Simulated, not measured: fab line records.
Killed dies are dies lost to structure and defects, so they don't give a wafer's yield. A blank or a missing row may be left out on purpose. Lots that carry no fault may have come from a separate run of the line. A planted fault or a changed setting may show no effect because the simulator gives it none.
8D (eight disciplines) problem report, filled in by code    flow sky130    the parts of the form that need people (team, actions taken, sign-off) are left out

== 1. THE ISSUE ==
Across 3 wafers from 3 lots, PWDE_TW at SKY_PWDE_TW_MEAS_10 averages 418, while fault-free wafers read 375 with a standard deviation of 3.2. Measured from the usual mean, that is +13 standard deviations.
First seen on wafer L684.1, day 6 12:28, on film metro-01. The record has a number at this step for 33 wafers belonging to 12 lots. Rule for "out", or "out of limits": more than 4 standard deviations from the usual mean. The rest of the wafers with a number are treated as sound.

== 2. WHAT IT IS, AND WHAT IT ISN'T ==
question                     is                            is not
which readings at this step  PWDE_TW                       -
which lots                   L684, L687, L688              L673, L676, L677, L679, L680, L689, L692, L694, L696
which wafers of those lots   L684.1, L687.1, L688.2        L684.5, L687.3, L688.3
read on which gauges         film metro-01, film metro-03  film metro-02
when                         from day 6 12:28              up to then (16 sound wafers); but 14 sound wafers of L687, L688, L689, L692, L694, L696 came after

== 3. THE SUSPECTS, EACH WITH WHAT RULES IT OUT ==
Counting: if a tool at a process step up to the reading ran every lot that is out, it stays a suspect. Sound lots after the first of them don't rule it out here, since some wafers of a struck lot are sound.
- the gauge at SKY_PWDE_TW_MEAS_10: ruled out. Those wafers that are out were read across 2 gauges (film metro-01, film metro-03).
- implanter-03 at SKY_PWDE_IMPLANT_08: kept. It processed each lot that is out (first: L684, day 6 12:13); up to then, its last sound lot is L680 (day 5 12:43). On those wafers its own readings are out: beam on s, faraday current uA.
Remaining after the count: implanter-03 at SKY_PWDE_IMPLANT_08.

== 4. THE CAUSE (what the simulator had put in) ==
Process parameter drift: implanter-03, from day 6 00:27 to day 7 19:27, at SKY_PWDE_IMPLANT_08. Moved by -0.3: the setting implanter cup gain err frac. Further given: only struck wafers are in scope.
This tool alone remained once counting was done.

== 5. SEQUENCE OF EFFECTS, ordered by route ==
One row per reading whose mean, taken over the struck wafers that have a number, lies over 3 standard deviations from the usual. Readings are gone through only where the record gives a usual standard deviation; hours: the median, over the lots, of the time from a lot's start at the first step in this table giving one to that lot's start at this step; sigmas: the change measured in usual standard deviations.
hours  step                  reading             usual        on struck wafers  change  sigmas
0      SKY_PWDE_IMPLANT_08   beam on s           9.99 s       14.33             +4.34   +22
0      SKY_PWDE_IMPLANT_08   faraday current uA  20.3         14.1              -6.2    -15
0      SKY_PWDE_TW_MEAS_10   PWDE_TW             375          418               +43     +13
43     SKY_NWELL_RS_MEAS_31  PWDE_RS             5280 ohm/sq  4002              -1278   -58
It contains these process steps:
- SKY_PWDE_IMPLANT_08

== 6. WHAT WOULD HAVE CAUGHT IT SOONER ==
The first out-of-limits reading at a measuring or inspecting step in this record came at day 6 12:28, 12 hours after the fault's start at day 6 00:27.
Tool's own readings at SKY_PWDE_IMPLANT_08, beam on s, faraday current uA: out on all struck wafers the step has rows for; an alarm limit on them would have tripped on the first.
Lots out: 3; of these, L687, L688 started SKY_PWDE_IMPLANT_08 on implanter-03 after day 6 12:28. A hold on the tool at that time would have spared those 2.
